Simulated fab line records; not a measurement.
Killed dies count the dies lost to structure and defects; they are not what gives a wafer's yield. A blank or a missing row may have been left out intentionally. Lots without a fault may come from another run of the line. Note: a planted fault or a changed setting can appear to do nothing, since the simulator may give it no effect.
Which tool is to blame?    flow gf180mcu    Sampling: 7 lots, 19 wafers, 2 of 602 route steps

== WHAT THE GAUGES SHOWED, per wafer ==
GF_SAB_OVL_MEAS_10.
lot   measured      on          SAB_OVL (nm)
L838  day 15 11:39  overlay-02  2.1 1.3 1.8
L840  day 16 01:37  overlay-01  -0.1 0.5 -1.4
L843  day 17 13:38  overlay-02  2.0 1.2 0.5
L846  day 19 11:36  overlay-02  2.2 1.9 3.3
L851  day 20 20:07  overlay-02  -1.0
L859  day 23 05:40  overlay-02  1.8 -1.2 -1.0

== TOOL THAT RAN EACH LOT (tool first, then ch and the chambers of the sampled wafers, then the start) ==
lot   GF_HV_LDD_ETCHBACK_58
L838  rie diel-03 ch 0,2, day 12 20:18
L840  rie diel-03 ch 0,2,3, day 13 09:31
L843  rie diel-01 ch 1,2,3, day 14 18:19
L846  rie diel-04 ch 0,2,3, day 16 12:13
L851  rie diel-04 ch 0,1, day 17 18:03
L856  rie diel-04 ch 0,1, day 19 00:57
L859  rie diel-01 ch 1,2, day 20 06:22
- GF_HV_LDD_ETCHBACK_58: etches Si3N4 in CH3F/O2, stops on SiO2, time 100 s, target depth 90 nm.

== THE ANSWER, worked out from the rows above alone ==
Rule: the lots themselves supply what counts as usual. Put in order of their means at a reading, lots are off if they are a third of the lots or fewer, leave a main group of 4 or more, and stand apart from it by a gap of 3 or more times the standard deviation of the main group's means; of several such gaps the widest counts. Not used: any main group whose means are identical at the precision the tables above print for the reading. Also off: a lot with no number at a reading for which 4 or more lots have one. Where the step has rows for the other lots, those lots are counted as sound.
No lot is off on any of the readings shown, so nothing can be concluded from this.

== WHAT THE SIMULATOR PUT IN ==
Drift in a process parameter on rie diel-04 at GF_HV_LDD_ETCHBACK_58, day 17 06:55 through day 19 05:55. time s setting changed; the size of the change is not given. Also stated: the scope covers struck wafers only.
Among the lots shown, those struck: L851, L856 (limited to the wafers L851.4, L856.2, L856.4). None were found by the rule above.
